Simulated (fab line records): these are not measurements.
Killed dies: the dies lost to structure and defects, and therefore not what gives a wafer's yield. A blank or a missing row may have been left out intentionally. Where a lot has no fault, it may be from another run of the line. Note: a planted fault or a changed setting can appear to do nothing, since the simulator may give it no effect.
Problem report in the 8D (eight disciplines) form, filled by code / flow sfq_line / the parts of the form that need people (team, actions taken, sign-off) are left out

== 1. THE ISSUE ==
At SFQ_TRILAYER_I0_VIA_LITHO_COAT_036, spin_speed_rpm averages 2841.0 rpm over 6 wafers from 2 lots, while fault-free wafers read 2999.7 rpm, standard deviation 2.3. That puts it -69 standard deviations away from the usual mean.
The step: resist thk 62 nm.
Seen first at day 20 04:50 on litho_track-01, wafer L134.2. At this step, 42 wafers from 14 lots have a number in the record. By rule, "out" or "out of limits" means more than 4 standard deviations away from the usual mean. All remaining wafers that have a number are taken as sound.

== 2. WHAT IT IS, WHAT IT ISN'T ==
question=which readings at this step | is=spin_speed_rpm | is not=-
question=which lots | is=L134, L136 | is not=L114, L115, L117, L118, L119, L124, L125, L127, L128, L130, L135, L137
question=which wafers of those lots | is=all that have a number | is not=-
question=read on which tools | is=litho_track-01 | is not=litho_track-02, litho_track-03
question=when | is=from day 20 04:50 | is not=up to then (30 sound wafers); but 6 sound wafers of L135, L137 came after

== 3. SUSPECTS, AND WHAT RULES EACH OUT ==
Counting: a tool at any process step up to the reading remains a suspect when it ran all the lots that are out and ran no sound lot after the first of those.
- litho_track-01 at SFQ_TRILAYER_I0_VIA_LITHO_COAT_036 (resist thk 62 nm): kept. It ran every lot that is out, first L134 (day 20 04:50), and no sound lot after that; its last sound lot up to then is L127 (day 16 16:15). Its own readings are out on those wafers: spin_speed_rpm.
The count leaves litho_track-01 at SFQ_TRILAYER_I0_VIA_LITHO_COAT_036.

== 4. THE CAUSE (what the simulator had put in) ==
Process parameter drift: litho_track-01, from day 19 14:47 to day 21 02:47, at SFQ_TRILAYER_I0_VIA_LITHO_COAT_036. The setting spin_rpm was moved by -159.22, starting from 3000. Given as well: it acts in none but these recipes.
This tool alone remained once counting was done.

== 5. SEQUENCE OF EFFECTS, ordered by route ==
Rows list readings where the struck wafers' mean (over those with a number) sits beyond 3 standard deviations from the usual. Only readings for which the record gives a usual standard deviation are gone through. hours: the time from each lot's start at the first step in this table that gives one to its start at this step, as a median over the lots. sigmas: the change in usual standard deviations.
hours=0; step=SFQ_TRILAYER_I0_VIA_LITHO_COAT_036; reading=spin_speed_rpm; usual=2999.7 rpm; on struck wafers=2841.0; change=-158.7; sigmas=-69
It contains these process steps:
- SFQ_TRILAYER_I0_VIA_LITHO_COAT_036: resist thk 62 nm.

== 6. WHAT WOULD HAVE CAUGHT IT SOONER ==
In this record no reading fell out of limits until day 20 04:50, 14 hours after the fault had begun at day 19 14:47.
